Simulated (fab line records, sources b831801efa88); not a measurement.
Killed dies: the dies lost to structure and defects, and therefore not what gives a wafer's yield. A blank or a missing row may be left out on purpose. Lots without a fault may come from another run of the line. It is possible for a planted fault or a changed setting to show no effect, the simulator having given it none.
fab line records + flow sky130
[record]
- lots = 12
- wafers = 36
- lastDay = 50
route steps=708 shown VIA3@576 METAL4@599 CAP2M@604 PAD_OPEN@708
lots that met no fault: taken from a fault-free run of the same line
startH: hours from the record's first day to the start of the lot's first wafer shown + waitH: hours from the lot's prior step to this one + " identical to the entry in the row above + L1.1+2: a row that stands for several wafers + - no value, or no start given + * or withheld: withheld + < > ~ a bound
route shown NAME@n: names a module that has steps shown in the file, with the first one's number in the route + usual: mean/standard deviation of fault-free wafers + same: alike in all rows + chamber/n: place in a boat + sites: readings site by site + _std_site: the standard deviation of these + _edge_site: outer sites' mean less inner sites' + radiusMm: for every site, how far away it sits from the centre of the wafer + mask NAME#n: copy n + behind: the tool/chamber that last shaped the wafer + hold: cause of the lot's hold/its duration in hours/its outcome + device: whichever transistor did not switch (one of n, p or np) + end of line: the same wafers' tests at the end of the route + a step with no rows: only its recipe + killed: not the wafer's yield, but the dies lost to structure and defects at the first sort + map: the dies of a wafer, with x for killed, . for not killed, _ for no die there
set.NAME: the setting the step ran with; set.NAME@STEP: the setting that earlier step ran with + model.NAME: the simulator's own value behind a step, which no gauge read
one table for each step of the route and one row for each wafer, over a sample of lots
services: from which hour (startH, from the record's first day; less than 0 if before it) a tool's chamber was out of use, for how many hours, and why
[[steps]]
[step SKY_VIA3_BOW_MEAS_03]
[recipe]
- mode = bow
[usual]
- VIA3_BOW = 79/7.7
| lot.wafer | tool         | chamber | startH  | waitH | VIA3_BOW[um] |
|-----------|--------------|---------|---------|-------|--------------|
| L765.1    | filmMetro-04 | -       | 902.60  | 0.1   | 72           |
| L765.2    | "            | -       | "       | "     | 85           |
| L765.3    | "            | -       | "       | "     | 66           |
| L766.3    | filmMetro-04 | -       | 922.75  | 0.2   | 75           |
| L766.4    | "            | -       | "       | "     | 73           |
| L766.5    | "            | -       | "       | "     | 73           |
| L767.1    | filmMetro-02 | -       | 927.92  | 0.2   | 74           |
| L767.2    | "            | -       | "       | "     | 92           |
| L767.4    | "            | -       | "       | "     | 95           |
| L768.4    | filmMetro-02 | -       | 930.81  | 0.3   | 81           |
| L768.5    | "            | -       | "       | "     | 81           |
| L768.6    | "            | -       | "       | "     | 77           |
| L769.1    | filmMetro-01 | -       | 937.78  | 0.1   | 81           |
| L769.2    | "            | -       | "       | "     | 88           |
| L769.4    | "            | -       | "       | "     | 77           |
| L770.2    | filmMetro-01 | -       | 949.14  | 0.2   | 86           |
| L770.4    | "            | -       | "       | "     | 78           |
| L770.6    | "            | -       | "       | "     | 84           |
| L771.1    | filmMetro-04 | -       | 949.48  | 0.2   | 89           |
| L771.3    | "            | -       | "       | "     | 91           |
| L771.4    | "            | -       | "       | "     | 73           |
| L776.1    | filmMetro-01 | -       | 989.80  | 0.2   | 81           |
| L776.3    | "            | -       | "       | "     | 90           |
| L776.6    | "            | -       | "       | "     | 79           |
| L780.2    | filmMetro-02 | -       | 1018.64 | 0.3   | 90           |
| L780.3    | "            | -       | "       | "     | 84           |
| L780.4    | "            | -       | "       | "     | 66           |
| L783.1    | filmMetro-01 | -       | 1032.88 | 0.2   | 84           |
| L783.2    | "            | -       | "       | "     | 81           |
| L783.4    | "            | -       | "       | "     | 87           |
| L784.2    | filmMetro-02 | -       | 1034.45 | 0.2   | 92           |
| L784.3    | "            | -       | "       | "     | 85           |
| L784.5    | "            | -       | "       | "     | 92           |
| L787.3    | filmMetro-04 | -       | 1051.89 | 0.2   | 82           |
| L787.4    | "            | -       | "       | "     | 77           |
| L787.5    | "            | -       | "       | "     | 88           |
[step SKY_METAL4_SPUTTER_01]
[recipe]
- material = TiN
- targetThkNm = 20
- powerW = 6500
- timeS = 16.7
- chamberPressurePa = 0.4
[usual]
- cathodeDcPowerW = 6500.1/1.2
- chamberPressurePa = 0.4001/0.0008
- throttleValvePct = 29.9/0.92
| lot.wafer | tool          | chamber | startH  | waitH | cathodeDcPowerW | chamberPressurePa | throttleValvePct |
|-----------|---------------|---------|---------|-------|-----------------|-------------------|------------------|
| L765.1    | pvdSputter-03 | -       | 928.85  | 0.0   | 6500.3          | 0.4005            | 29.4             |
| L765.2    | "             | -       | "       | "     | 6498.7          | 0.3997            | 29.7             |
| L765.3    | "             | -       | "       | "     | 6500.7          | 0.4010            | 28.5             |
| L766.3    | pvdSputter-04 | -       | 949.45  | 0.0   | 6500.8          | 0.3999            | 30.2             |
| L766.4    | "             | -       | "       | "     | 6500.9          | 0.3997            | 29.3             |
| L766.5    | "             | -       | "       | "     | 6501.2          | 0.4007            | 30.0             |
| L767.1    | pvdSputter-02 | -       | 954.86  | 0.0   | 6499.2          | 0.4011            | 28.7             |
| L767.2    | "             | -       | "       | "     | 6500.8          | 0.3993            | 31.2             |
| L767.4    | "             | -       | "       | "     | 6500.9          | 0.4011            | 29.2             |
| L768.4    | pvdSputter-03 | -       | 958.11  | 0.0   | 6501.6          | 0.4008            | 28.4             |
| L768.5    | "             | -       | "       | "     | 6500.9          | 0.4009            | 28.6             |
| L768.6    | "             | -       | "       | "     | 6499.6          | 0.3988            | 29.4             |
| L769.1    | pvdSputter-02 | -       | 965.05  | 0.0   | 6501.1          | 0.3989            | 28.6             |
| L769.2    | "             | -       | "       | "     | 6499.0          | 0.4004            | 30.9             |
| L769.4    | "             | -       | "       | "     | 6500.5          | 0.4009            | 29.3             |
| L770.2    | pvdSputter-04 | -       | 975.24  | 0.0   | 6499.3          | 0.4021            | 29.1             |
| L770.4    | "             | -       | "       | "     | 6500.3          | 0.4000            | 31.6             |
| L770.6    | "             | -       | "       | "     | 6500.5          | 0.3991            | 30.6             |
| L771.1    | pvdSputter-03 | -       | 975.71  | 0.0   | 6501.0          | 0.3991            | 28.8             |
| L771.3    | "             | -       | "       | "     | 6500.1          | 0.4011            | 29.3             |
| L771.4    | "             | -       | "       | "     | 6501.1          | 0.4001            | 29.3             |
| L776.1    | pvdSputter-04 | -       | 1013.94 | 0.0   | 6499.4          | 0.4009            | 31.3             |
| L776.3    | "             | -       | "       | "     | 6499.1          | 0.4004            | 29.2             |
| L776.6    | "             | -       | "       | "     | 6500.9          | 0.4002            | 31.5             |
| L780.2    | pvdSputter-04 | -       | 1042.44 | 0.0   | 6500.4          | 0.3988            | 29.3             |
| L780.3    | "             | -       | "       | "     | 6499.7          | 0.4237            | 29.9             |
| L780.4    | "             | -       | "       | "     | 6500.7          | 0.4004            | 30.0             |
| L783.1    | pvdSputter-02 | -       | 1056.95 | 0.0   | 6500.0          | 0.4006            | 29.6             |
| L783.2    | "             | -       | "       | "     | 6499.7          | 0.4010            | 29.3             |
| L783.4    | "             | -       | "       | "     | 6499.4          | 0.4006            | 29.0             |
| L784.2    | pvdSputter-03 | -       | 1058.76 | 0.0   | 6500.0          | 0.3996            | 29.4             |
| L784.3    | "             | -       | "       | "     | 6500.3          | 0.3992            | 30.0             |
| L784.5    | "             | -       | "       | "     | 6502.2          | 0.3991            | 28.3             |
| L787.3    | pvdSputter-03 | -       | 1074.96 | 0.0   | 6499.4          | 0.4006            | 29.4             |
| L787.4    | "             | -       | "       | "     | 6499.6          | 0.4004            | 29.8             |
| L787.5    | "             | -       | "       | "     | 6501.4          | 0.3990            | 29.2             |
[step SKY_CAP2M_THK_MEAS_01]
[recipe]
- reads = SiO2_of_CAP2M_CVD_00
[usual]
- CAP2M_CVD_00_THK = 15.54/0.24
| lot.wafer | tool         | chamber | startH  | waitH | CAP2M_CVD_00_THK[nm] |
|-----------|--------------|---------|---------|-------|----------------------|
| L765.1    | filmMetro-03 | -       | 929.00  | -     | 15.33                |
| L765.2    | "            | -       | "       | "     | 15.15                |
| L765.3    | "            | -       | "       | "     | 15.49                |
| L766.3    | filmMetro-02 | -       | 949.62  | -     | 15.61                |
| L766.4    | "            | -       | "       | "     | 16.25                |
| L766.5    | "            | -       | "       | "     | 15.67                |
| L767.1    | filmMetro-03 | -       | 955.02  | -     | 15.53                |
| L767.2    | "            | -       | "       | "     | 15.31                |
| L767.4    | "            | -       | "       | "     | 15.48                |
| L768.4    | filmMetro-04 | -       | 958.31  | -     | 15.97                |
| L768.5    | "            | -       | "       | "     | 15.74                |
| L768.6    | "            | -       | "       | "     | 15.90                |
| L769.1    | filmMetro-03 | -       | 965.20  | -     | 15.52                |
| L769.2    | "            | -       | "       | "     | 15.41                |
| L769.4    | "            | -       | "       | "     | 15.55                |
| L770.2    | filmMetro-04 | -       | 975.40  | -     | 15.29                |
| L770.4    | "            | -       | "       | "     | 15.70                |
| L770.6    | "            | -       | "       | "     | 15.47                |
| L771.1    | filmMetro-04 | -       | 975.87  | -     | 15.59                |
| L771.3    | "            | -       | "       | "     | 15.30                |
| L771.4    | "            | -       | "       | "     | 15.78                |
| L776.1    | filmMetro-03 | -       | 1014.10 | -     | 15.68                |
| L776.3    | "            | -       | "       | "     | 15.72                |
| L776.6    | "            | -       | "       | "     | 15.83                |
| L780.2    | filmMetro-02 | -       | 1042.61 | -     | 15.41                |
| L780.3    | "            | -       | "       | "     | 15.33                |
| L780.4    | "            | -       | "       | "     | 15.76                |
| L783.1    | filmMetro-03 | -       | 1057.10 | -     | 15.38                |
| L783.2    | "            | -       | "       | "     | 15.36                |
| L783.4    | "            | -       | "       | "     | 15.73                |
| L784.2    | filmMetro-02 | -       | 1058.93 | -     | 14.95                |
| L784.3    | "            | -       | "       | "     | 15.24                |
| L784.5    | "            | -       | "       | "     | 15.11                |
| L787.3    | filmMetro-03 | -       | 1075.13 | -     | 15.54                |
| L787.4    | "            | -       | "       | "     | 15.78                |
| L787.5    | "            | -       | "       | "     | 15.54                |
[step SKY_CAP2M_METAL_ETCH_13]
[recipe]
- targetDepthNm = 220
- stopOn = SiO2
- chemistry = Cl2/BCl3
- target = TiN
- pressureMtorr = 10
- icpW = 869.6
- biasW = 48.5
- Cl2_flow_sccm = 60
- bcl3FlowSccm = 30
- timeS = 62.9
[usual]
- drypumpMotorCurrentA = 5.5/0.49
- heBacksideLeakSccm = 3.4/0.34
- oesProductAu = 0.942/0.0067
- throttleValvePct = 21.901/0.0087
| lot.wafer | tool        | chamber | startH  | waitH | drypumpMotorCurrentA | heBacksideLeakSccm | oesProductAu | rfHoursCounterH | throttleValvePct |
|-----------|-------------|---------|---------|-------|----------------------|--------------------|--------------|-----------------|------------------|
| L765.1    | rieMetal-04 | 0       | 955.11  | 0.0   | 5.5                  | 3.4                | 0.946        | 19              | 21.896           |
| L765.2    | "           | 1       | "       | "     | 5.0                  | 3.2                | 0.947        | 14              | 21.888           |
| L765.3    | "           | 0       | "       | "     | 5.5                  | 3.6                | 0.945        | -               | 21.897           |
| L766.3    | rieMetal-02 | 1       | 974.53  | 0.0   | 5.3                  | 3.3                | 0.937        | -               | 21.895           |
| L766.4    | "           | 0       | "       | "     | 6.3                  | 3.2                | 0.943        | -               | 21.908           |
| L766.5    | "           | 1       | "       | "     | 5.3                  | 3.3                | 0.926        | -               | 21.882           |
| L767.1    | rieMetal-02 | 1       | 979.35  | 0.0   | 5.3                  | 3.4                | 0.939        | 7               | 21.916           |
| L767.2    | "           | 0       | "       | "     | 6.3                  | 3.4                | 0.931        | 17              | 21.887           |
| L767.4    | "           | 1       | "       | "     | 5.2                  | 3.4                | 0.953        | -               | 21.890           |
| L768.4    | rieMetal-03 | 1       | 982.78  | 0.1   | 6.0                  | 3.2                | 0.937        | -               | 21.914           |
| L768.5    | "           | 1       | "       | "     | 6.0                  | 3.5                | 0.932        | -               | 21.914           |
| L768.6    | "           | 1       | "       | "     | 6.0                  | 3.3                | 0.928        | -               | 21.912           |
| L769.1    | rieMetal-02 | 0       | 989.29  | 0.0   | 6.3                  | 3.3                | 0.944        | 18              | 21.905           |
| L769.2    | "           | 1       | "       | "     | 5.3                  | 3.3                | 0.951        | 8               | 21.893           |
| L769.4    | "           | 1       | "       | "     | 5.3                  | 3.4                | 0.947        | -               | 21.902           |
| L770.2    | rieMetal-03 | 0       | 998.65  | 0.0   | 5.2                  | 3.4                | 0.942        | 17              | 21.912           |
| L770.4    | "           | 0       | "       | "     | 5.2                  | 3.4                | 0.945        | -               | 21.883           |
| L770.6    | "           | 1       | "       | "     | 6.0                  | 3.5                | 0.929        | -               | 21.905           |
| L771.1    | rieMetal-04 | 1       | 999.56  | 0.0   | 4.9                  | 3.3                | 0.949        | 17              | 21.904           |
| L771.3    | "           | 1       | "       | "     | 5.0                  | 3.4                | 0.942        | -               | 21.897           |
| L771.4    | "           | 0       | "       | "     | 5.5                  | 3.7                | 0.941        | -               | 21.890           |
| L776.1    | rieMetal-04 | 1       | 1036.06 | 0.0   | 4.9                  | 3.2                | 0.945        | 20              | 21.905           |
| L776.3    | "           | 1       | "       | "     | 4.9                  | 3.3                | 0.944        | -               | 21.897           |
| L776.6    | "           | 1       | "       | "     | 4.9                  | 3.4                | 0.949        | -               | 21.911           |
| L780.2    | rieMetal-03 | 0       | 1064.66 | 0.0   | 5.2                  | 3.4                | 0.938        | 21              | 21.894           |
| L780.3    | "           | 0       | "       | "     | 5.1                  | 3.4                | 0.941        | -               | 21.892           |
| L780.4    | "           | 1       | "       | "     | 6.0                  | 3.1                | 0.949        | -               | 21.901           |
| L783.1    | rieMetal-03 | 1       | 1078.81 | 0.0   | 6.0                  | 3.3                | 0.941        | 9               | 21.914           |
| L783.2    | "           | 0       | "       | "     | 5.1                  | 3.3                | 0.951        | 22              | 21.896           |
| L783.4    | "           | 0       | "       | "     | 5.1                  | 3.5                | 0.943        | -               | 21.905           |
| L784.2    | rieMetal-04 | 0       | 1080.20 | 0.0   | 5.6                  | 3.6                | 0.944        | 2               | 21.915           |
| L784.3    | "           | 0       | "       | "     | 5.5                  | 3.5                | 0.941        | -               | 21.908           |
| L784.5    | "           | 1       | "       | "     | 4.9                  | 3.3                | 0.939        | -               | 21.898           |
| L787.3    | rieMetal-03 | 1       | 1096.03 | 0.0   | 6.0                  | 3.3                | 0.952        | -               | 21.897           |
| L787.4    | "           | 0       | "       | "     | 5.2                  | 3.1                | 0.945        | -               | 21.900           |
| L787.5    | "           | 0       | "       | "     | 5.1                  | 3.4                | 0.939        | -               | 21.893           |
[step SKY_PAD_OPEN_PROBE_99]
[usual]
- defectLimitedYield = 82.5/1.9
- killed_at_M0_to_M3 = 42/7.2
- killed_at_M4_up = 3.5/1.8
- killedAtContacts = 25/5.7
- killedAtFrontEnd = 16/4.6
- killedAtOther = 0.2/0.41
- killedDies = 86/9.3
- killedOpen = 47/6.3
- killedShort = 39/5.9
- sort_bin_3_pad_short = 0.9/0.44
- sort_bin_5_function = 10.3/1.5
- sort_bin_6_memory = 6.3/1
- sortNPass = 406/9.3
- sortYieldPct = 82.5/1.9
[same]
- grossDies = 492
- killedAtBackSide = 0
- sort_bin_4_leakage[%] = 0
- sort_bin_8_speed[%] = 0
| lot.wafer | tool      | chamber | startH  | waitH | defectLimitedYield[%] | killed_at_M0_to_M3 | killed_at_M4_up | killedAtContacts | killedAtFrontEnd | killedAtOther | killedDies | killedOpen | killedShort | sort_bin_3_pad_short[%] | sort_bin_5_function[%] | sort_bin_6_memory[%] | sortNPass | sortYieldPct[%] |
|-----------|-----------|---------|---------|-------|-----------------------|--------------------|-----------------|------------------|------------------|---------------|------------|------------|-------------|-------------------------|------------------------|----------------------|-----------|-----------------|
| L767.1    | prober-02 | -       | 1097.32 | 0.1   | 80.7                  | 42                 | 3               | 32               | 18               | 0             | 95         | 51         | 44          | 1.2                     | 10.6                   | 7.5                  | 397       | 80.7            |
| L767.2    | prober-02 | -       | 1097.37 | 0.1   | 78.9                  | 43                 | 6               | 42               | 13               | 0             | 104        | 57         | 47          | 1.0                     | 13.4                   | 6.7                  | 388       | 78.9            |
| L767.4    | prober-02 | -       | 1097.47 | 0.2   | 82.3                  | 41                 | 3               | 27               | 16               | 0             | 87         | 49         | 38          | 1.0                     | 11.8                   | 4.9                  | 405       | 82.3            |
| L769.1    | prober-01 | -       | 1106.15 | 0.1   | 83.1                  | 42                 | 3               | 25               | 13               | 0             | 83         | 40         | 43          | 0                       | 10.4                   | 6.5                  | 409       | 83.1            |
| L769.2    | prober-01 | -       | 1106.20 | 0.1   | 80.7                  | 47                 | 6               | 21               | 21               | 0             | 95         | 45         | 50          | 0.6                     | 12.0                   | 6.7                  | 397       | 80.7            |
| L769.4    | prober-01 | -       | 1106.30 | 0.2   | 85.2                  | 30                 | 2               | 20               | 19               | 2             | 73         | 45         | 28          | 0.4                     | 8.9                    | 5.5                  | 419       | 85.2            |
| L770.2    | prober-02 | -       | 1114.44 | 0.1   | 79.1                  | 47                 | 5               | 27               | 23               | 1             | 103        | 57         | 46          | 1.4                     | 12.8                   | 6.7                  | 389       | 79.1            |
| L770.4    | prober-02 | -       | 1114.54 | 0.2   | 82.5                  | 42                 | 1               | 21               | 22               | 0             | 86         | 55         | 31          | 1.2                     | 11.0                   | 5.3                  | 406       | 82.5            |
| L770.6    | prober-02 | -       | 1114.64 | 0.2   | 82.5                  | 41                 | 3               | 27               | 14               | 1             | 86         | 46         | 40          | 0.2                     | 9.8                    | 7.5                  | 406       | 82.5            |
| L776.1    | prober-02 | -       | 1146.49 | 0.1   | 82.1                  | 42                 | 3               | 33               | 10               | 0             | 88         | 49         | 39          | 0.4                     | 11.2                   | 6.3                  | 404       | 82.1            |
| L776.3    | prober-02 | -       | 1146.59 | 0.2   | 85.4                  | 37                 | 3               | 18               | 14               | 0             | 72         | 39         | 33          | 1.0                     | 8.5                    | 5.1                  | 420       | 85.4            |
| L776.6    | prober-02 | -       | 1146.74 | 0.2   | 82.9                  | 35                 | 4               | 25               | 20               | 0             | 84         | 45         | 39          | 0.4                     | 10.4                   | 6.3                  | 408       | 82.9            |
| L784.2    | prober-02 | -       | 1183.40 | 0.1   | 82.7                  | 43                 | 3               | 24               | 15               | 0             | 85         | 47         | 38          | 0.8                     | 8.9                    | 7.5                  | 407       | 82.7            |
| L784.3    | prober-02 | -       | 1183.45 | 0.2   | 83.7                  | 44                 | 4               | 13               | 19               | 0             | 80         | 52         | 28          | 0.6                     | 9.6                    | 6.1                  | 412       | 83.7            |
| L784.5    | prober-02 | -       | 1183.55 | 0.2   | 80.3                  | 51                 | 1               | 24               | 21               | 0             | 97         | 47         | 50          | 1.0                     | 11.6                   | 7.1                  | 395       | 80.3            |
// killed by level:class
L767.1 CONTACT:geometricParticle:open=13 VIA1:geometricParticle:open=10 CONTACT:geometricParticle:short=9 METAL2:geometricParticle:short=8 FIELD_ISO:geometricParticle:open=7 LOCAL_INTERCONNECT:geometricParticle:short=6 VIA2:geometricParticle:open=6 VIA1:geometricParticle:short=5
L767.2 CONTACT:geometricParticle:open=24 METAL2:geometricParticle:short=9 VIA3:geometricParticle:open=7 LOCAL_INTERCONNECT:geometricParticle:short=7 METAL4:geometricParticle:short=6 POLY_GATE:geometricParticle:open=5 CONTACT:geometricParticle:short=5 METAL3:geometricParticle:short=5
L767.4 CONTACT:geometricParticle:open=10 VIA1:geometricParticle:open=10 VIA3:geometricParticle:open=7 CONTACT:geometricParticle:short=5 METAL2:geometricParticle:short=5 METAL3:geometricParticle:short=5 POLY_GATE:geometricParticle:open=4 LI_CONTACT:geometricParticle:open=4
L769.1 VIA2:geometricParticle:open=13 LOCAL_INTERCONNECT:geometricParticle:short=7 METAL1:geometricParticle:short=6 VIA2:geometricParticle:short=6 LI_CONTACT:geometricParticle:open=5 CONTACT:geometricParticle:open=5 VIA3:geometricParticle:open=5 LI_CONTACT:geometricParticle:short=4
L769.2 VIA1:geometricParticle:open=11 VIA2:geometricParticle:open=8 CONTACT:geometricParticle:open=7 POLY_GATE:geometricParticle:short=6 FIELD_ISO:geometricParticle:short=5 METAL1:geometricParticle:short=5 LOCAL_INTERCONNECT:geometricParticle:short=5 VIA3:geometricParticle:open=5
L769.4 VIA1:geometricParticle:open=10 CONTACT:geometricParticle:open=10 METAL1:geometricParticle:short=7 VIA3:geometricParticle:open=5 FIELD_ISO:geometricParticle:open=4 POLY_GATE:geometricParticle:open=4 LOCAL_INTERCONNECT:geometricParticle:short=4 CONTACT:geometricParticle:short=3
L770.2 VIA1:geometricParticle:open=12 CONTACT:geometricParticle:open=11 VIA1:geometricParticle:short=8 VIA3:geometricParticle:open=8 FIELD_ISO:geometricParticle:open=7 LI_CONTACT:geometricParticle:open=7 CONTACT:geometricParticle:short=6 FIELD_ISO:geometricParticle:short=5
L770.4 VIA1:geometricParticle:open=12 CONTACT:geometricParticle:open=9 VIA3:geometricParticle:open=8 FIELD_ISO:geometricParticle:open=7 LOCAL_INTERCONNECT:geometricParticle:short=7 SPACER:geometricParticle:open=6 METAL1:geometricParticle:short=5 FIELD_ISO:geometricParticle:short=4
L770.6 VIA1:geometricParticle:open=13 CONTACT:geometricParticle:open=9 VIA2:geometricParticle:open=7 FIELD_ISO:geometricParticle:open=6 CONTACT:geometricParticle:short=6 VIA2:geometricParticle:short=6 LI_CONTACT:geometricParticle:short=5 LI_CONTACT:geometricParticle:open=5
L776.1 CONTACT:geometricParticle:open=16 VIA1:geometricParticle:open=10 METAL1:geometricParticle:short=8 VIA2:geometricParticle:open=7 LI_CONTACT:geometricParticle:open=6 CONTACT:geometricParticle:short=6 METAL2:geometricParticle:short=5 METAL1:geometricParticle:open=3
L776.3 CONTACT:geometricParticle:open=12 VIA1:geometricParticle:open=8 VIA1:geometricParticle:short=6 METAL2:geometricParticle:short=6 VIA3:geometricParticle:open=5 POLY_GATE:geometricParticle:short=4 METAL1:geometricParticle:short=4 FIELD_ISO:geometricParticle:short=3
L776.6 VIA1:geometricParticle:open=9 CONTACT:geometricParticle:open=9 CONTACT:geometricParticle:short=8 FIELD_ISO:geometricParticle:short=5 FIELD_ISO:geometricParticle:open=5 POLY_GATE:geometricParticle:short=5 METAL1:geometricParticle:short=5 LI_CONTACT:geometricParticle:open=4
L784.2 VIA1:geometricParticle:open=11 LI_CONTACT:geometricParticle:open=9 CONTACT:geometricParticle:open=7 VIA2:geometricParticle:open=7 FIELD_ISO:geometricParticle:short=5 VIA1:geometricParticle:short=4 METAL2:geometricParticle:short=4 LI_CONTACT:geometricParticle:short=3
L784.3 VIA1:geometricParticle:open=11 LI_CONTACT:geometricParticle:open=7 POLY_GATE:geometricParticle:open=6 VIA3:geometricParticle:open=6 VIA2:geometricParticle:open=6 FIELD_ISO:geometricParticle:short=4 POLY_GATE:geometricParticle:short=4 VIA3:geometricParticle:short=4
L784.5 VIA1:geometricParticle:open=11 VIA1:geometricParticle:short=7 VIA2:geometricParticle:open=7 LI_CONTACT:geometricParticle:open=6 METAL2:geometricParticle:short=6 VIA3:geometricParticle:short=5 POLY_GATE:geometricParticle:short=5 LOCAL_INTERCONNECT:geometricParticle:short=5
[[services]]
| tool          | chamber | startH  | hours | kind          |
|---------------|---------|---------|-------|---------------|
| pvdSputter-02 | -       | 908.89  | 0.5   | repair        |
| pvdSputter-04 | -       | 911.27  | 3.2   | repair        |
| rieMetal-04   | -       | 937.24  | 2.8   | pm            |
| pvdSputter-02 | -       | 947.51  | 4.0   | repair        |
| pvdSputter-03 | -       | 967.76  | 2.9   | repair        |
| rieMetal-03   | 0       | 982.63  | 2.7   | repair        |
| rieMetal-03   | 1       | 984.74  | 4.0   | repair        |
| pvdSputter-04 | -       | 1011.22 | 2.6   | repair        |
| pvdSputter-03 | -       | 1016.37 | 3.0   | repair        |
| rieMetal-04   | 0       | 1030.98 | -     | clean         |
| rieMetal-04   | 0       | 1030.98 | 21.6  | scheduledDown |
| rieMetal-04   | 0       | 1030.98 | 21.6  | ventCycle     |
| pvdSputter-04 | -       | 1052.56 | 0.5   | repair        |
| rieMetal-02   | 0       | 1060.12 | -     | clean         |
| rieMetal-02   | 0       | 1060.12 | 25.4  | scheduledDown |
| rieMetal-02   | 0       | 1060.12 | 25.4  | ventCycle     |
| rieMetal-03   | -       | 1067.22 | 0.6   | repair        |
| pvdSputter-02 | -       | 1067.27 | 2.5   | repair        |
[[key]]
[firstSign]
- step = SKY_METAL4_SPUTTER_01
- reading = chamberPressurePa
- direction = up
- sigmas = 30
- usual = 0.4001
- struck = 0.4237
effect none on later readings
metAt SKY_METAL4_SPUTTER_01
struckLots L780
struckWafers L780.3
notActingAt SKY_VIA3_BOW_MEAS_03,SKY_CAP2M_THK_MEAS_01,SKY_CAP2M_METAL_ETCH_13
onsetBetween 975.24 1042.44
[fault]
- kind = processParameterDrift
- tool = pvdSputter-04
- chamber = -
- onsetH = 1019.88
- steps = SKY_METAL4_SPUTTER_01
- channel = chamberPressurePa
- offset = 0.022066
- shape = step
- endH = 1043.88
- actsIn = theseRecipesOnly
- stated = 0.4
- scope = struckWafersOnly
